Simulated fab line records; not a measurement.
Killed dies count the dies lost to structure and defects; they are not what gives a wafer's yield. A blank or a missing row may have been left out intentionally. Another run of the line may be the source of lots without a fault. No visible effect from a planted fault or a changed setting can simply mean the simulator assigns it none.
fab line records | flow sky130
[record] lots = 6 wafers = 16 last-day = 50
route steps=708 shown VIA3@588 METAL4@598 CAP2M@603 PAD_OPEN@708
lots untouched by any fault: they come from a run of this same line in which no faults occurred
start-h: start of the lot's first displayed wafer, in hours after the record's first day | wait-h: time in hours since the lot's previous step | " as in the row above | L1.1+2: a row that stands for several wafers | - no value present, or no start provided | * or withheld: withheld | < > ~ a bound
route shown NAME@n: a module of which the file shows steps, and the number in the route of the first | usual: mean/standard deviation taken from wafers without a fault | same: alike in all rows | chamber/n: place in a boat | sites: per-site readings | _std_site: how widely they spread, as a standard deviation | _edge_site: mean of outer sites minus mean of inner sites | radius-mm: how far each site lies from the wafer's centre | mask NAME#n: copy n | behind: the most recent tool/chamber to have shaped the wafer | hold: cause of the lot's hold/its duration in hours/its outcome | device: transistor that didn't switch, given as n, p or np | end of line: the route-end tests of the same wafers | step lacking rows: just its recipe | killed: the dies lost at the first sort to structure and to defects; this is not the yield of the wafer | map: a wafer's dies, marking killed ones x, the rest . and places with no die _
set.NAME: setting as actually run; set.NAME@STEP: the setting as run at that earlier step | model.NAME: the simulator's own value behind a step, which no gauge read
a table for each step, a row for each wafer; lots at some steps of the route
services: a tool's chamber out of use, with start hour (start-h, from the record's first day; less than 0 if before it), hours out, and reason
[[steps]]
[step SKY_VIA3_ETCH_15]
[recipe] target = SiO2 chemistry = C4F8/O2/Ar target-depth-nm = 507 stop-on = TiN mask-material = KrF-thick source-w = 1500 bias-w = 1200 pressure-mtorr = 40 c4f8-flow-sccm = withheld O2_flow_sccm = 6 Ar_flow_sccm = 300 time-s = 78
[step SKY_VIA3_STRIP_16]
[recipe] chemistry = O2/N2 power-w = 1400 pressure-mtorr = 1500 platen-temp-c = withheld o2-flow-sccm = 3000 n2-flow-sccm = 300 overash-fraction = 0.5
[usual] drypump-motor-current-A = 5.50/0.3 n2-flow-sccm = 299.9/0.89 oes-product-au = 0.403/0.0044 strip-time-to-endpoint-s = 4.140/0.022
// columns lot.wafer tool chamber start-h wait-h drypump-motor-current-A n2-flow-sccm oes-product-au rf-hours-counter-h strip-time-to-endpoint-s
L533.1 plasma-asher-01 1 958.61 0.0 5.53 299.7 0.407 22 4.141
L533.3 " 1 " " 5.50 298.8 0.405 - 4.115
L533.5 " 0 " " 5.58 300.2 0.399 - 4.156
L534.1 plasma-asher-04 0 970.21 0.0 5.84 299.7 0.395 86 4.154
L534.3 " 1 " " 5.33 299.6 0.410 - 4.138
L534.5 " 0 " " 5.84 299.4 0.400 - 4.116
L539.2 plasma-asher-01 1 1004.48 0.0 5.51 300.2 0.403 27 4.157
L539.4 " 1 " " 5.52 300.5 0.400 - 4.174
L539.6 " 1 " " 5.55 301.3 0.400 - 4.141
L541.3 plasma-asher-01 0 1020.41 0.1 5.56 300.6 0.396 - 4.151
L541.4 " 1 " " 5.53 301.0 0.407 - 4.137
L541.5 " 1 " " 5.55 300.6 0.405 - 4.155
L545.3 plasma-asher-01 1 1040.72 0.1 5.50 299.3 0.405 - 4.160
L545.5 " 1 " " 5.52 298.6 0.405 - 4.160
L550.2 plasma-asher-02 0 1072.06 0.0 5.82 299.5 0.398 1 4.114
L550.3 " 0 " " 5.84 298.4 0.401 - 4.155
[step SKY_VIA3_STRIP_17]
[recipe] chemistry = post-etch-residue-remover time-s = 1200 temp-c = 72.5
[step SKY_VIA3_CLEAN_18]
[recipe] chemistry = IPA time-s = 180 temp-c = 25
[step SKY_VIA3_CLEAN_19]
[recipe] chemistry = O3/DIW dry = n2-spin
[step SKY_VIA3_SPUTTER_20]
[recipe] material = TiN target-thk-nm = 20 chamber-pressure-pa = 5 power-w = 4000 time-s = 80
[step SKY_VIA3_CVD_21]
[recipe] material = W target-thk-nm = 390 time-s = 117.31 temp-c = 400 pressure-torr = 40
[step SKY_VIA3_RS_MEAS_22]
[recipe] thk-meas-gauge = four-point-probe reads = W_of_VIA3_CVD_21+TiN_of_VIA3_SPUTTER_20
[usual] VIA3_W_RS = 0.290/0.0066
// columns lot.wafer tool chamber start-h wait-h hold VIA3_W_RS[ohm/sq]
L533.1 film-metro-03 - 959.39 0.1 - 0.293
L533.3 " - " " - 0.296
L533.5 " - " " - 0.294
L534.1 film-metro-04 - 971.02 0.1 - 0.297
L534.3 " - " " - 0.295
L534.5 " - " " - 0.292
L539.2 film-metro-04 - 1005.28 0.1 - 0.292
L539.4 " - " " - 0.294
L539.6 " - " " - 0.295
L541.3 film-metro-04 - 1021.23 0.1 - 0.297
L541.4 " - " " - 0.296
L541.5 " - " " - 0.295
L545.3 film-metro-03 - 1041.51 0.1 await-dispo/0.2h/release 0.291
L545.5 " - " " await-dispo/0.2h/release 0.258
L545.3 film-metro-03 - 1041.79 0.3 - 0.290
L545.5 " - " " - 0.257
L550.2 film-metro-03 - 1072.86 0.1 - 0.293
L550.3 " - " " - 0.290
[step SKY_VIA3_THK_MEAS_23]
[recipe] thk-meas-gauge = xrf reads = W_of_VIA3_CVD_21
[usual] VIA3_W_THK = 390/9.4
// columns lot.wafer tool chamber start-h wait-h hold VIA3_W_THK[nm]
L533.1 film-metro-03 - 959.51 0.1 - 385
L533.3 " - " " - 382
L533.5 " - " " - 383
L534.1 film-metro-04 - 971.14 0.1 - 383
L534.3 " - " " - 386
L534.5 " - " " - 390
L539.2 film-metro-04 - 1005.39 0.1 - 391
L539.4 " - " " - 391
L539.6 " - " " - 389
L541.3 film-metro-04 - 1021.33 0.1 - 384
L541.4 " - " " - 387
L541.5 " - " " - 387
L545.3 film-metro-03 - 1047.54 5.7 await-dispo/0.2h/release 380
L545.5 " - " " await-dispo/0.2h/release 433
L545.3 film-metro-03 - 1047.77 0.2 - 386
L545.5 " - " " - 428
L550.2 film-metro-03 - 1072.97 0.1 - 384
L550.3 " - " " - 382
[step SKY_VIA3_CMP_24]
[recipe] stop-on = SiO2 t-overpolish-s = 20 down-force-psi = 3.5 platen-rpm = 60 target-thk-nm = 0 pad-velocity-m-s = 0.94248
[step SKY_METAL4_SPUTTER_00]
[recipe] material = Ti target-thk-nm = 15 power-w = 3000 time-s = 10 chamber-pressure-pa = 0.4
[usual] throttle-valve-pct = 30.6/1
// columns lot.wafer tool chamber start-h wait-h throttle-valve-pct
L533.1 pvd-sputter-03 - 959.87 0.1 31.9
L533.3 " - " " 30.0
L533.5 " - " " 30.1
L534.1 pvd-sputter-03 - 971.50 0.1 32.1
L534.3 " - " " 30.3
L534.5 " - " " 32.2
L539.2 pvd-sputter-04 - 1005.74 0.1 30.5
L539.4 " - " " 30.4
L539.6 " - " " 29.5
L541.3 pvd-sputter-04 - 1021.67 0.2 29.3
L541.4 " - " " 30.2
L541.5 " - " " 30.0
L545.3 pvd-sputter-03 - 1050.58 0.1 32.4
L545.5 " - " " 30.3
L550.2 pvd-sputter-03 - 1073.32 0.2 30.3
L550.3 " - " " 31.9
[step SKY_METAL4_SPUTTER_01]
[recipe] material = TiN target-thk-nm = 20 power-w = 6500 time-s = 16.7 chamber-pressure-pa = 0.4
[step SKY_METAL4_SPUTTER_02]
[recipe] material = AlCu target-thk-nm = 735 power-w = 10600 time-s = 39.1 chamber-pressure-pa = 0.4
[usual] throttle-valve-pct = 30.7/1
// columns lot.wafer tool chamber start-h wait-h throttle-valve-pct model.AlCu_of_METAL4_SPUTTER_02.thk-nm
L533.1 pvd-sputter-03 - 959.92 0.0 32.0 724.2
L533.3 " - " " 30.1 725.8
L533.5 " - " " 30.3 722.9
L534.1 pvd-sputter-03 - 971.55 0.0 32.2 729.9
L534.3 " - " " 30.1 735.3
L534.5 " - " " 31.7 735.3
L539.2 pvd-sputter-04 - 1005.79 0.0 30.8 740
L539.4 " - " " 30.3 746.8
L539.6 " - " " 29.6 745.7
L541.3 pvd-sputter-04 - 1021.72 0.0 29.3 723
L541.4 " - " " 29.9 720.5
L541.5 " - " " 29.8 724.5
L545.3 pvd-sputter-03 - 1050.63 0.0 32.1 741.8
L545.5 " - " " 30.3 887.5
L550.2 pvd-sputter-03 - 1073.37 0.0 30.1 875.9
L550.3 " - " " 32.0 735.1
[step SKY_METAL4_SPUTTER_03]
[recipe] material = Ti target-thk-nm = 5 power-w = 3000 time-s = 3.3 chamber-pressure-pa = 0.4
[step SKY_METAL4_SPUTTER_04]
[recipe] material = TiN target-thk-nm = 70 power-w = 6500 time-s = 58.3 chamber-pressure-pa = 0.4
[step SKY_CAP2M_CVD_00]
[recipe] material = SiO2 target-thk-nm = 15.5 temp-c = 400 time-s = withheld rf-w = 450
[usual] heater-power-w = 757/79
// columns lot.wafer tool chamber start-h wait-h heater-power-w
L533.1 pecvd-03 1 960.02 0.0 778
L533.3 " 2 " " 576
L533.5 " 2 " " 563
L534.1 pecvd-03 2 971.65 0.0 711
L534.3 " 1 " " 737
L534.5 " 1 " " 743
L539.2 pecvd-03 2 1005.90 0.0 721
L539.4 " 2 " " 717
L539.6 " 1 " " 705
L541.3 pecvd-04 0 1021.84 0.0 710
L541.4 " 2 " " 817
L541.5 " 0 " " 717
L545.3 pecvd-01 1 1050.73 0.0 750
L545.5 " 2 " " 736
L550.2 pecvd-03 2 1073.47 0.0 589
L550.3 " 1 " " 800
[step SKY_CAP2M_THK_MEAS_01]
[recipe] reads = SiO2_of_CAP2M_CVD_00
[usual] CAP2M_CVD_00_THK = 15.45/0.23
// columns lot.wafer tool chamber start-h wait-h CAP2M_CVD_00_THK[nm]
L533.1 film-metro-04 - 960.04 - 15.35
L533.3 " - " " 15.32
L533.5 " - " " 15.53
L534.1 film-metro-01 - 971.67 - 15.33
L534.3 " - " " 15.56
L534.5 " - " " 15.42
L539.2 film-metro-02 - 1005.93 - 15.65
L539.4 " - " " 15.85
L539.6 " - " " 15.90
L541.3 film-metro-01 - 1021.88 - 15.68
L541.4 " - " " 15.57
L541.5 " - " " 15.84
L545.3 film-metro-02 - 1050.77 - 15.20
L545.5 " - " " 15.63
L550.2 film-metro-02 - 1073.50 - 15.01
L550.3 " - " " 14.89
[step SKY_CAP2M_SPUTTER_02]
[recipe] material = TiN target-thk-nm = 200 temp-c = 300 power-w = 6500 time-s = 166.7 chamber-pressure-pa = 0.4
[usual] throttle-valve-pct = 30.2/0.95
// columns lot.wafer tool chamber start-h wait-h throttle-valve-pct
L533.1 pvd-sputter-02 - 960.10 0.1 29.7
L533.3 " - " " 29.0
L533.5 " - " " 28.9
L534.1 pvd-sputter-02 - 971.73 0.1 30.0
L534.3 " - " " 30.1
L534.5 " - " " 31.4
L539.2 pvd-sputter-02 - 1005.98 0.0 30.1
L539.4 " - " " 28.8
L539.6 " - " " 30.1
L541.3 pvd-sputter-02 - 1021.92 0.0 30.0
L541.4 " - " " 31.4
L541.5 " - " " 29.1
L545.3 pvd-sputter-04 - 1060.47 9.7 29.5
L545.5 " - " " 30.1
L550.2 pvd-sputter-04 - 1073.55 0.0 29.7
L550.3 " - " " 30.7
[step SKY_CAP2M_RS_MEAS_03]
[recipe] thk-meas-gauge = four-point-probe reads = TiN_of_CAP2M_SPUTTER_02
[usual] CAP2M_TIN_RS = 6.93/0.057
// columns lot.wafer tool chamber start-h wait-h CAP2M_TIN_RS[ohm/sq]
L533.1 film-metro-02 - 960.21 0.1 6.96
L533.3 " - " " 7.00
L533.5 " - " " 7.01
L534.1 film-metro-02 - 971.84 0.1 6.93
L534.3 " - " " 6.88
L534.5 " - " " 6.91
L539.2 film-metro-04 - 1006.11 0.1 6.95
L539.4 " - " " 7.01
L539.6 " - " " 6.95
L541.3 film-metro-01 - 1022.07 0.1 6.84
L541.4 " - " " 6.86
L541.5 " - " " 6.95
L545.3 film-metro-04 - 1060.74 0.2 6.89
L545.5 " - " " 6.89
L550.2 film-metro-01 - 1073.68 0.1 6.92
L550.3 " - " " 6.97
[step SKY_CAP2M_THK_MEAS_04]
[recipe] thk-meas-gauge = xrf reads = TiN_of_CAP2M_SPUTTER_02
[usual] CAP2M_TIN_THK = 198.5/1.7
// columns lot.wafer tool chamber start-h wait-h CAP2M_TIN_THK[nm]
L533.1 film-metro-02 - 960.33 0.1 197.5
L533.3 " - " " 196.1
L533.5 " - " " 196.4
L534.1 film-metro-02 - 971.96 0.1 198.2
L534.3 " - " " 200.5
L534.5 " - " " 198.9
L539.2 film-metro-04 - 1006.22 0.1 198.1
L539.4 " - " " 196.8
L539.6 " - " " 198.2
L541.3 film-metro-01 - 1022.17 0.1 201.8
L541.4 " - " " 200.4
L541.5 " - " " 197.9
L545.3 film-metro-04 - 1060.84 0.1 201.2
L545.5 " - " " 201.1
L550.2 film-metro-01 - 1073.79 0.1 199.0
L550.3 " - " " 197.8
[step SKY_CAP2M_DEHYDRATE_05]
[recipe] temp-c = 200 time-s = 60
[step SKY_CAP2M_HMDS_06]
[recipe] prime-time-s = 60 prime-temp-c = 120
[step SKY_CAP2M_COAT_07]
[recipe] resist = NOVOLAK spin-rpm = 3000 resist-thk-nm = 1140
[step SKY_CAP2M_SOFTBAKE_08]
[recipe] temp-c = 90 time-s = 60 resist = NOVOLAK
[step SKY_CAP2M_EXPOSE_09]
[recipe] mask-id = CAP2M na = 0.6 source-shape = conventional sigma-outer = 0.6 polarization = unpolarized target-cd-nm = 1000 dose-mj = 159
[step SKY_CAP2M_PEB_10]
[recipe] temp-c = withheld time-s = * resist = NOVOLAK
[step SKY_CAP2M_DEVELOP_11]
[recipe] resist = NOVOLAK developer = TMAH develop-time-s = 60 dev-temp-c = 23
[step SKY_CAP2M_OVL_MEAS_12]
[usual] CAP2M_OVL = -1.0/1.5
// columns lot.wafer tool chamber start-h wait-h CAP2M_OVL[nm]
L533.1 overlay-02 - 984.62 0.1 -0.2
L533.3 " - " " 0.7
L533.5 " - " " 0.1
L534.1 overlay-02 - 995.72 0.1 -2.9
L534.3 " - " " -5.0
L534.5 " - " " -3.1
L539.2 overlay-02 - 1028.18 0.1 -0.6
L539.4 " - " " 0.1
L539.6 " - " " -1.0
L541.3 overlay-01 - 1044.99 0.1 1.0
L541.4 " - " " 0.1
L541.5 " - " " 1.6
L545.3 overlay-02 - 1065.74 0.1 -4.0
L545.5 " - " " -1.7
L550.2 overlay-01 - 1094.43 0.1 -0.9
L550.3 " - " " -1.7
[step SKY_CAP2M_METAL_ETCH_13]
[recipe] target-depth-nm = 220 stop-on = SiO2 chemistry = Cl2/BCl3 target = TiN pressure-mtorr = 10 icp-w = 900 bias-w = 48.5 Cl2_flow_sccm = 60 bcl3-flow-sccm = 30 time-s = 62.9
[step SKY_CAP2M_STRIP_14]
[recipe] chemistry = O2/N2 power-w = 1400 pressure-mtorr = 1500 platen-temp-c = withheld o2-flow-sccm = 3000 n2-flow-sccm = 300 overash-fraction = 0.5
[usual] drypump-motor-current-A = 5.54/0.24 n2-flow-sccm = 300.1/0.85 oes-product-au = 0.710/0.0046 strip-time-to-endpoint-s = 12.62/0.046
// columns lot.wafer tool chamber start-h wait-h drypump-motor-current-A n2-flow-sccm oes-product-au rf-hours-counter-h strip-time-to-endpoint-s
L533.1 plasma-asher-04 0 984.73 0.1 5.83 300.9 0.708 88 12.63
L533.3 " 0 " " 5.84 299.5 0.717 - 12.59
L533.5 " 1 " " 5.37 299.6 0.713 - 12.59
L534.1 plasma-asher-03 1 995.83 0.1 5.60 300.2 0.710 55 12.61
L534.3 " 1 " " 5.59 300.3 0.701 - 12.62
L534.5 " 0 " " 5.53 300.5 0.707 - 12.62
L539.2 plasma-asher-03 0 1028.28 0.1 5.56 299.7 0.706 60 12.73
L539.4 " 0 " " 5.55 299.8 0.715 - 12.70
L539.6 " 1 " " 5.59 301.0 0.709 - 12.72
L541.3 plasma-asher-03 0 1045.21 0.1 5.57 301.1 0.715 - 12.69
L541.4 " 1 " " 5.59 300.4 0.708 - 12.61
L541.5 " 0 " " 5.56 300.6 0.710 - 12.64
L545.3 plasma-asher-02 0 1065.88 0.1 5.80 299.5 0.714 - 12.65
L545.5 " 1 " " 4.74 300.4 0.714 - 12.63
L550.2 plasma-asher-03 1 1094.53 0.1 5.57 299.3 0.708 68 12.59
L550.3 " 1 " " 5.59 300.2 0.710 - 12.62
[step SKY_CAP2M_STRIP_15]
[recipe] chemistry = post-etch-residue-remover time-s = 1200 temp-c = 72.5
[step SKY_CAP2M_CLEAN_16]
[recipe] chemistry = IPA time-s = 180 temp-c = 25
[step SKY_CAP2M_CLEAN_17]
[recipe] chemistry = O3/DIW dry = n2-spin
[step SKY_METAL4_DEHYDRATE_05]
[recipe] temp-c = 200 time-s = 60
[step SKY_METAL4_HMDS_06]
[recipe] prime-time-s = 60 prime-temp-c = 120
[step SKY_METAL4_COAT_07]
[recipe] resist = BARC temp-c = withheld time-s = withheld spin-rpm = 3000 resist-thk-nm = 60
[step SKY_METAL4_COAT_08]
[recipe] resist = KrF-thick spin-rpm = 3000 resist-thk-nm = 1140
[step SKY_METAL4_SOFTBAKE_09]
[recipe] temp-c = 100 time-s = 90 resist = KrF-thick
[step SKY_METAL4_EXPOSE_10]
[recipe] mask-id = MM4 na = 0.68 source-shape = annular sigma-inner = 0.4 sigma-outer = 0.8 target-cd-nm = 300 dose-mj = 28
[step SKY_METAL4_PEB_11]
[recipe] peb-temp-c = withheld peb-time-s = withheld resist = KrF-thick
[step SKY_METAL4_DEVELOP_12]
[recipe] develop-time-s = 60 resist = KrF-thick dev-temp-c = 21
[step SKY_METAL4_CD_MEAS_13]
[recipe] target-cd-nm = 300
[usual] cd-nm = 300.3/1.6
// columns lot.wafer tool chamber start-h wait-h cd-nm
L533.1 cd-sem-02 - 1008.02 - 301.5
L533.3 " - " " 301.0
L533.5 " - " " 302.0
L534.1 cd-sem-01 - 1018.88 - 299.4
L534.3 " - " " 300.4
L534.5 " - " " 300.6
L539.2 cd-sem-01 - 1051.42 - 298.8
L539.4 " - " " 296.5
L539.6 " - " " 297.1
L541.3 cd-sem-02 - 1068.84 - 299.4
L541.4 " - " " 298.8
L541.5 " - " " 299.7
L545.3 cd-sem-01 - 1087.51 - 299.8
L545.5 " - " " 298.9
L550.2 cd-sem-02 - 1115.57 - 300.5
L550.3 " - " " 300.8
[step SKY_METAL4_METAL_ETCH_18]
[recipe] target-depth-a = 8450 stop-on = SiO2 over-etch-frac = 0.3 time-s = 183.1 chemistry = Cl2/BCl3 resist-sidewall-deg = 88 pressure-mtorr = 10 icp-w = 900 bias-w = 48.5 Cl2_flow_sccm = 60 bcl3-flow-sccm = 30
[usual] drypump-motor-current-A = 5.70/0.27 oes-product-au = 0.865/0.0071 throttle-valve-pct = 22.263/0.01
// columns lot.wafer tool chamber start-h wait-h drypump-motor-current-A oes-product-au rf-hours-counter-h throttle-valve-pct
L533.1 rie-metal-04 0 1008.32 0.0 5.60 0.853 15 22.261
L533.3 " 1 " " 5.63 0.857 - 22.267
L533.5 " 1 " " 5.62 0.867 - 22.279
L534.1 rie-metal-04 0 1019.19 0.0 5.60 0.859 16 22.267
L534.3 " 0 " " 5.61 0.867 - 22.267
L534.5 " 0 " " 5.57 0.864 - 22.258
L539.2 rie-metal-04 0 1051.77 0.1 5.60 0.871 - 22.262
L539.4 " 0 " " 5.60 0.875 - 22.266
L539.6 " 0 " " 5.61 0.872 - 22.256
L541.3 rie-metal-04 0 1069.17 0.1 5.61 0.857 - 22.276
L541.4 " 1 " " 5.64 0.861 - 22.275
L541.5 " 0 " " 5.58 0.855 - 22.243
L545.3 rie-metal-03 0 1087.84 0.1 6.09 0.868 - 22.266
L545.5 " 1 " " 5.89 0.960 - 22.256
L550.2 rie-metal-04 0 1115.92 0.1 5.60 0.955 - 22.253
L550.3 " 0 " " 5.60 0.863 - 22.264
[step SKY_PAD_OPEN_PROBE_99]
[usual] defect-limited-yield = 82.5/2 killed_at_M0_to_M3 = 44/7 killed_at_M4_up = 3.0/1.7 killed-at-contacts = 24/5.2 killed-at-front-end = 15/4.8 killed-at-other = 0.2/0.56 killed-dies = 86/9.7 killed-open = 47/7.1 killed-short = 39/6.3 sort_bin_3_pad_short = 0.9/0.4 sort_bin_5_function = 10.3/1.6 sort_bin_6_memory = 6.3/1.2 sort-n-pass = 406/9.7 sort-yield-pct = 82.5/2
[same] gross-dies = 492 killed-at-back-side = 0 sort_bin_4_leakage[%] = 0 sort_bin_8_speed[%] = 0
// columns lot.wafer tool chamber start-h wait-h hold defect-limited-yield[%] killed_at_M0_to_M3 killed_at_M4_up killed-at-contacts killed-at-front-end killed-at-other killed-dies killed-open killed-short sort_bin_3_pad_short[%] sort_bin_5_function[%] sort_bin_6_memory[%] sort-n-pass sort-yield-pct[%] model.etest.met4.line-ohm-um model.etest.met4.rs-ohm-sq
L533.1 prober-02 - 1102.75 0.1 - 82.7 48 2 23 12 0 85 50 35 0.6 10.0 6.7 407 82.7 0.1392 0.04322
L533.3 prober-02 - 1102.85 0.2 - 81.7 51 5 22 12 0 90 41 49 0.2 10.8 7.3 402 81.7 0.1408 0.04341
L533.5 prober-02 - 1102.95 0.2 - 84.8 36 2 26 11 0 75 52 23 0.6 11.2 3.5 417 84.8 0.1438 0.04361
L534.1 prober-01 - 1112.04 0.1 - 78.3 41 8 34 24 0 107 53 51 1.0 11.6 9.1 385 78.3 0.1403 0.04315
L534.3 prober-01 - 1112.14 0.2 - 81.1 42 5 32 14 0 93 50 43 1.2 10.6 7.1 399 81.1 0.1411 0.04247
L534.5 prober-01 - 1112.24 0.2 - 82.3 32 2 28 25 0 87 57 30 0.4 11.4 5.9 405 82.3 0.1413 0.0426
L539.2 prober-02 - 1141.17 0.1 - 84.6 36 5 23 12 0 76 37 39 0.8 8.7 5.9 416 84.6 0.1382 0.04244
L539.4 prober-02 - 1141.27 0.2 - 85.0 36 4 24 10 0 74 35 39 1.0 9.3 4.7 418 85.0 0.1369 0.04141
L539.6 prober-02 - 1141.37 0.2 - 82.5 49 2 23 12 0 86 46 40 0.6 9.6 7.3 406 82.5 0.1392 0.04197
L541.3 prober-02 - 1155.29 0.2 - 82.3 44 5 23 13 2 87 44 41 1.4 12.2 4.1 405 82.3 0.1436 0.04298
L541.4 prober-02 - 1155.34 0.2 - 81.7 45 2 31 10 2 90 54 35 1.2 10.6 6.5 402 81.7 0.1461 0.04379
L541.5 prober-02 - 1155.39 0.2 - 81.9 53 2 18 16 0 89 52 37 0.6 8.9 8.5 403 81.9 0.1406 0.04288
L545.3 prober-01 - 1170.79 0.2 - 84.1 44 3 16 15 0 78 40 38 1.4 9.8 4.7 414 84.1 0.1383 0.04182
L545.5 prober-01 - 1170.89 0.2 - 84.6 40 2 23 11 0 76 36 39 0.4 9.1 5.9 416 84.6 0.1169 0.03483
L550.2 prober-02 - 1194.00 0.1 await-dispo/4.9h/release 79.7 43 4 32 21 0 100 57 43 0.4 12.6 7.3 392 79.7 0.1193 0.03572
L550.3 prober-02 - 1194.05 0.2 await-dispo/4.9h/release 83.1 36 2 30 15 0 83 50 33 0.8 11.2 4.9 409 83.1 0.1376 0.04218
// killed by level:class
L533.1 VIA2:geometric-particle:open=11 METAL1:geometric-particle:short=8 CONTACT:geometric-particle:open=7 VIA1:geometric-particle:open=7 VIA3:geometric-particle:open=7 FIELD_ISO:geometric-particle:open=6 LI_CONTACT:geometric-particle:open=6 CONTACT:geometric-particle:short=6
L533.3 VIA1:geometric-particle:open=15 METAL1:geometric-particle:short=9 VIA1:geometric-particle:short=7 METAL2:geometric-particle:short=6 VIA2:geometric-particle:open=6 FIELD_ISO:geometric-particle:short=5 LI_CONTACT:geometric-particle:open=5 LOCAL_INTERCONNECT:geometric-particle:short=5
L533.5 LI_CONTACT:geometric-particle:open=11 CONTACT:geometric-particle:open=9 VIA1:geometric-particle:open=9 VIA3:geometric-particle:open=7 VIA2:geometric-particle:open=6 FIELD_ISO:geometric-particle:open=4 METAL2:geometric-particle:short=4 CONTACT:geometric-particle:short=3
L534.1 CONTACT:geometric-particle:short=10 CONTACT:geometric-particle:open=10 LI_CONTACT:geometric-particle:open=9 METAL2:geometric-particle:short=9 VIA1:geometric-particle:open=8 FIELD_ISO:geometric-particle:open=7 POLY_GATE:geometric-particle:short=7 VIA2:geometric-particle:open=6
L534.3 VIA1:geometric-particle:open=11 LI_CONTACT:geometric-particle:open=9 CONTACT:geometric-particle:open=9 VIA3:geometric-particle:open=9 FIELD_ISO:geometric-particle:short=6 METAL3:geometric-particle:short=6 CONTACT:geometric-particle:short=5 METAL1:geometric-particle:short=5
L534.5 CONTACT:geometric-particle:open=12 LI_CONTACT:geometric-particle:open=9 VIA1:geometric-particle:open=9 VIA2:geometric-particle:open=8 FIELD_ISO:geometric-particle:open=7 FIELD_ISO:geometric-particle:short=6 VIA3:geometric-particle:open=4 POLY_GATE:geometric-particle:open=4
L539.2 VIA1:geometric-particle:open=9 CONTACT:geometric-particle:open=8 METAL1:geometric-particle:short=6 VIA3:geometric-particle:open=6 LI_CONTACT:geometric-particle:open=5 VIA1:geometric-particle:short=5 FIELD_ISO:geometric-particle:short=4 CONTACT:geometric-particle:short=4
L539.4 VIA1:geometric-particle:open=10 LOCAL_INTERCONNECT:geometric-particle:short=6 CONTACT:geometric-particle:short=6 CONTACT:geometric-particle:open=5 METAL1:geometric-particle:open=4 VIA3:geometric-particle:open=4 METAL4:geometric-particle:short=4 FIELD_ISO:geometric-particle:open=3
L539.6 VIA1:geometric-particle:open=11 LI_CONTACT:geometric-particle:open=9 VIA1:geometric-particle:short=7 CONTACT:geometric-particle:open=6 METAL1:geometric-particle:short=6 VIA2:geometric-particle:open=5 POLY_GATE:geometric-particle:short=4 METAL2:geometric-particle:short=4
L541.3 VIA1:geometric-particle:open=11 VIA3:geometric-particle:open=8 VIA1:geometric-particle:short=8 LI_CONTACT:geometric-particle:open=7 CONTACT:geometric-particle:open=5 CONTACT:geometric-particle:short=5 VIA2:geometric-particle:open=5 LOCAL_INTERCONNECT:geometric-particle:short=4
L541.4 CONTACT:geometric-particle:open=17 VIA1:geometric-particle:open=11 VIA3:geometric-particle:open=8 VIA2:geometric-particle:open=7 LI_CONTACT:geometric-particle:short=5 LOCAL_INTERCONNECT:geometric-particle:short=5 METAL1:geometric-particle:short=5 VIA1:geometric-particle:short=5
L541.5 VIA1:geometric-particle:open=16 VIA2:geometric-particle:open=9 CONTACT:geometric-particle:open=6 METAL1:geometric-particle:short=6 VIA2:geometric-particle:short=6 VIA1:geometric-particle:short=5 LI_CONTACT:geometric-particle:open=4 SPACER:geometric-particle:short=4
L545.3 CONTACT:geometric-particle:open=8 VIA2:geometric-particle:open=7 VIA1:geometric-particle:open=6 POLY_GATE:geometric-particle:short=5 METAL1:geometric-particle:short=5 VIA1:geometric-particle:short=5 METAL2:geometric-particle:short=5 VIA3:geometric-particle:open=5
L545.5 VIA2:geometric-particle:open=9 CONTACT:geometric-particle:open=8 LI_CONTACT:geometric-particle:open=6 METAL1:geometric-particle:short=6 POLY_GATE:geometric-particle:short=4 LOCAL_INTERCONNECT:geometric-particle:short=4 METAL3:geometric-particle:short=4 METAL2:geometric-particle:short=4
L550.2 CONTACT:geometric-particle:open=17 VIA1:geometric-particle:open=11 CONTACT:geometric-particle:short=8 VIA1:geometric-particle:short=8 FIELD_ISO:geometric-particle:open=7 FIELD_ISO:geometric-particle:short=6 VIA3:geometric-particle:open=6 METAL1:geometric-particle:short=6
L550.3 CONTACT:geometric-particle:open=10 LI_CONTACT:geometric-particle:open=10 VIA1:geometric-particle:open=8 VIA2:geometric-particle:open=8 FIELD_ISO:geometric-particle:short=5 LOCAL_INTERCONNECT:geometric-particle:short=5 METAL1:geometric-particle:short=4 VIA3:geometric-particle:open=4
[[services]]
// columns tool chamber start-h hours kind
pecvd-04 0 952.04 3.3 repair
rie-metal-03 - 958.19 2.8 pm
pecvd-04 - 958.79 2.8 pm
rie-metal-04 - 959.22 4.3 pm
plasma-asher-03 - 959.30 0.5 repair
plasma-asher-04 - 962.02 3.4 repair
pvd-sputter-04 - 963.20 8.8 repair
rie-metal-03 - 981.81 0.2 repair
plasma-asher-02 - 984.34 15.6 pm
pecvd-04 - 986.10 0.3 repair
pvd-sputter-04 - 992.93 1.3 repair
plasma-asher-04 - 995.30 28.1 pm
rie-metal-04 - 1008.66 1.3 repair
plasma-asher-02 - 1010.77 29.0 pm
pecvd-01 2 1011.36 4.5 repair
pecvd-04 - 1023.77 14.6 pm
plasma-asher-02 - 1039.74 2.8 pm
rie-metal-04 1 1042.70 9.7 repair
plasma-asher-02 - 1055.25 9.0 pm
pecvd-04 - 1063.79 10.0 repair
pecvd-01 - 1064.17 0.3 repair
plasma-asher-04 - 1064.37 37.5 pm
pvd-sputter-04 - 1066.53 0.6 repair
rie-metal-04 1 1110.79 17.1 repair
[[key]]
[first-sign] step = SKY_METAL4_METAL_ETCH_18 reading = oes-product-au direction = up sigmas = 13 usual = 0.865 struck = 0.957
effect none on later readings
[model-effect] step = SKY_METAL4_SPUTTER_02 value = AlCu_of_METAL4_SPUTTER_02.thk-nm without = 739.3 struck = 881.7
[model-effect] step = SKY_PAD_OPEN_PROBE_99 value = etest.met4.line-ohm-um without = 0.1411 struck = 0.1181
met-at SKY_METAL4_SPUTTER_02
struck-wafers L545.5,L550.2
onset-between 971.55 1050.63
[earlier-fault] kind = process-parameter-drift tool = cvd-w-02 chamber = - onset-h = 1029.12 steps = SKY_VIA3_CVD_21 channel = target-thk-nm offset = 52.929 shape = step end-h = 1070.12 scope = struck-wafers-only acts-in = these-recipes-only stated = 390
[fault] kind = process-parameter-drift tool = pvd-sputter-03 chamber = - onset-h = 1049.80 steps = SKY_METAL4_SPUTTER_02 channel = time-s offset = * shape = step end-h = 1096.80 scope = struck-wafers-only acts-in = * stated = *
